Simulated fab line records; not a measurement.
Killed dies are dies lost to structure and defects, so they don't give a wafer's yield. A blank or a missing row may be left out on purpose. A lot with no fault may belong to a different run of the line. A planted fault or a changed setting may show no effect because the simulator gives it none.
One fault seen from 2 desks -- flow sky130 -- what lay behind the numbers comes last; until then each desk has only its own

== FROM THE METROLOGY DESK ==
What the gauges read for every lot (on any tool): the sampled wafers with a number, averaged. A lot is out of limits, marked OUT, if its mean lies more than 4 standard deviations from the usual mean; the brackets give that distance.
Columns: A = LDD_N_OVL at SKY_LDD_N_OVL_MEAS_07, usual 0.2 nm
lot,first seen here,A
L666,day 18 07:43,-0.2
L674,day 21 09:16,-1.2
L675,day 21 21:04,1.2
L682,day 24 15:10,-0.6
L685,day 25 06:37,0.8
L687,day 25 21:49,-0.9
Result from this desk: across the 6 lots, nothing is out of limits.

== TOOL OWNER'S DESK, implanter-02 ==
For each lot that ran on this tool, the mean over its sampled wafers that have a number, from the tool's own readings at SKY_LDD_N_IMPLANT_13. A lot is out of limits, marked OUT, if its mean lies more than 4 standard deviations from the usual mean; the brackets give that distance.
Columns: A = beam_energy_keV at SKY_LDD_N_IMPLANT_13, usual 50.000; B = beam_on_s at SKY_LDD_N_IMPLANT_13, usual 9.99 s
lot,first seen here,A,B
L666,day 18 08:31,50.007,10.02
L674,day 21 10:04,52.498 (+99 or more) OUT,10.04
L675,day 21 21:52,52.518 (+99 or more) OUT,10.06
L685,day 25 07:27,50.020,9.86
L687,day 25 22:37,49.993,9.92
This desk's finding: out of limits on L674, L675; first on L674, day 21 10:04 (beam_energy_keV at SKY_LDD_N_IMPLANT_13). Within limits: L666, L685, L687.

== PUT TOGETHER ==
An alarm could have come from the tool owner's desk at day 21 10:04, on L674, L675.
The metrology desk saw nothing out of limits.
The metrology desk has L674, L675 on record, within its limits.
Every lot named ran SKY_LDD_N_IMPLANT_13 on implanter-02.

== WHAT THE SIMULATOR HAD PUT IN ==
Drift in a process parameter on implanter-02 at SKY_LDD_N_IMPLANT_13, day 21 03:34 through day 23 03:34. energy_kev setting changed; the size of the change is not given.
Lots struck among those shown: L674, L675.
Each desk's first reading out of limits, in hours after the fault started: the tool owner's desk, 6.
